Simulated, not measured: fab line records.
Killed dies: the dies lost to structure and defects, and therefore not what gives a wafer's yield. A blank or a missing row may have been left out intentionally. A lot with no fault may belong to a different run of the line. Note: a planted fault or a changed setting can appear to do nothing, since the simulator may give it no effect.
A single fault, viewed from 2 desks | flow gf180mcu | only its own numbers are on each desk; what lay behind them is given at the end

== AT THE TOOL OWNER'S DESK: pvdSputter-03 ==
At GF_M2_SPUTTER_04 (material TiN, target thk 50 nm, time 41.7 s) the tool's own readings: per lot run on this tool, the mean of the sampled wafers that have a number. The brackets show how far a lot's mean lies from the usual mean; more than 4 standard deviations puts the lot out of limits, marked OUT.
Columns: A = throttleValvePct at GF_M2_SPUTTER_04, usual 30.1 %
lot  | first seen here | A
L119 | day 22 02:20    | 29.1
L132 | day 25 16:14    | 29.1
This desk's verdict: no lot among the 2 shows anything out of limits.

== FROM THE METROLOGY DESK ==
What the gauges read for every lot (on any tool): the sampled wafers with a number, averaged. The brackets show how far a lot's mean lies from the usual mean; more than 4 standard deviations puts the lot out of limits, marked OUT. Shown here are 7 of its 9 readings, the ones lying furthest out on some lot.
Columns: A = V1_W_RS at GF_V1_RS_MEAS_24, usual 0.326 ohm/sq; B = V1_W_THK at GF_V1_THK_MEAS_25, usual 356 nm; C = M2_ALCU_RS at GF_M2_RS_MEAS_05, usual 0.0697 ohm/sq; D = M2_ALCU_THK at GF_M2_THK_MEAS_06, usual 449 nm; E = cdNm at GF_M2_CD_MEAS_14, usual 279.5 nm; F = V2_CVD_02_THK at GF_V2_THK_MEAS_03, usual 848 nm; G = V2_BOW at GF_V2_BOW_MEAS_05, usual 103 um
lot  | first seen here | A     | B   | C      | D   | E     | F   | G
L111 | day 19 12:46    | 0.320 | 363 | 0.0699 | 451 | 279.6 | 850 | 105
L119 | day 22 01:43    | 0.323 | 359 | 0.0697 | 450 | 278.9 | 835 | 99
L124 | day 23 19:32    | 0.321 | 365 | 0.0704 | 441 | 278.3 | 846 | 106
L130 | day 25 09:37    | 0.330 | 354 | 0.0707 | 447 | 279.6 | 837 | 93
L132 | day 25 15:34    | 0.329 | 355 | 0.0690 | 457 | 279.2 | 852 | 97
This desk's verdict: no lot among the 5 shows anything out of limits.

== TAKEN TOGETHER ==
The desk of the tool owner found nothing out of limits.
From the metrology desk's view, nothing was out of limits.

== WHAT WAS PUT IN BY THE SIMULATOR ==
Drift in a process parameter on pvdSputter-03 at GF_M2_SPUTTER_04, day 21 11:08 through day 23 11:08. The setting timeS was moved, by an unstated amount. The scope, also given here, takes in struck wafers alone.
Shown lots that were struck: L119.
